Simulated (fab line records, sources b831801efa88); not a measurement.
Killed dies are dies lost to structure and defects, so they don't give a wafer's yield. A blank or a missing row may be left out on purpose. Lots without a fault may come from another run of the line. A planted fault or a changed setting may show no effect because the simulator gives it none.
Chamber matching | flow gf180mcu | GF_STI_CMP_25 on cmp-02: 4 sister chambers
The step polishes, stops on Si3N4, t overpolish 33 s, target thk 524.6 nm. 18 wafers are shown with their chamber, then 8 later ones without.

WAFERS WITH THEIR CHAMBER
wafer  | chamber | motor_current_A (A) | time_to_endpoint_s (s) | overpolish_run_s (s)
L939.1 | 3       | 10.1                | 129                    | 33.017
L939.2 | 1       | 11.8                | 120                    | 32.989
L939.3 | 2       | 13.6                | 120                    | 33.013
L940.1 | 3       | 10.3                | 124                    | 32.998
L940.2 | 2       | 13.8                | 123                    | 33.000
L940.3 | 1       | 11.2                | 117                    | 33.010
L941.1 | 1       | 11.0                | 117                    | 32.995
L941.5 | 3       | 10.2                | 126                    | 32.983
L941.6 | 0       | 11.9                | 123                    | 32.991
L942.1 | 0       | 12.6                | 130                    | 33.001
L942.2 | 2       | 13.1                | 125                    | 33.002
L942.4 | 3       | 10.0                | 135                    | 32.999
L946.1 | 2       | 13.3                | 120                    | 33.012
L946.5 | 2       | 12.8                | 125                    | 33.006
L946.6 | 1       | 11.1                | 119                    | 33.007
L948.1 | 2       | 13.6                | 122                    | 33.017
L948.2 | 3       | 10.1                | 127                    | 32.992
L948.4 | 0       | 12.3                | 127                    | 32.994

SIGNATURES (means of the wafers above)
reading            | chamber 0 | chamber 1 | chamber 2 | chamber 3 | scatter within a chamber
motor_current_A    | 12.267    | 11.275    | 13.367    | 10.140    | 0.314
time_to_endpoint_s | 126.67    | 118.25    | 122.50    | 128.20    | 3.02
overpolish_run_s   | 32.99533  | 33.00025  | 33.00833  | 32.99780  | 0.00924
Rule: a wafer's distance from a chamber is the root of the sum, over the readings, of the square of ((its reading less the chamber's mean) divided by the reading's scatter). The wafer belongs to the nearest chamber; if the next one is less than 2 further off, it can't be placed. The scatter: the root of (the sum of the squares of (reading less its chamber's mean) over the shown wafers, divided by (wafers less chambers)).

WAFERS WITHOUT THEIR CHAMBER
wafer  | motor_current_A (A) | time_to_endpoint_s (s) | overpolish_run_s (s)
L950.1 | 12.3                | 124                    | 33.006
L950.2 | 9.9                 | 131                    | 33.014
L950.4 | 10.9                | 121                    | 33.000
L951.4 | 12.7                | 126                    | 32.997
L951.5 | 9.8                 | 131                    | 33.004
L951.6 | 12.9                | 126                    | 32.991
L960.1 | 12.0                | 130                    | 33.009
L960.5 | 12.6                | 126                    | 33.006

WHICH CHAMBER EACH WENT THROUGH
wafer  | from the rows above     | in truth
L950.1 | can't be placed: 0 or 2 | 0
L950.2 | 3                       | 3
L950.4 | can't be placed: 1 or 3 | 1
L951.4 | can't be placed: 0 or 2 | 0
L951.5 | 3                       | 3
L951.6 | can't be placed: 0 or 2 | 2
L960.1 | 0                       | 0
L960.5 | can't be placed: 0 or 2 | 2
Placed correctly: 3 of 8. Can't be placed from these rows: 5 (the true chamber is among the candidates in 5). Placed wrongly: 0.
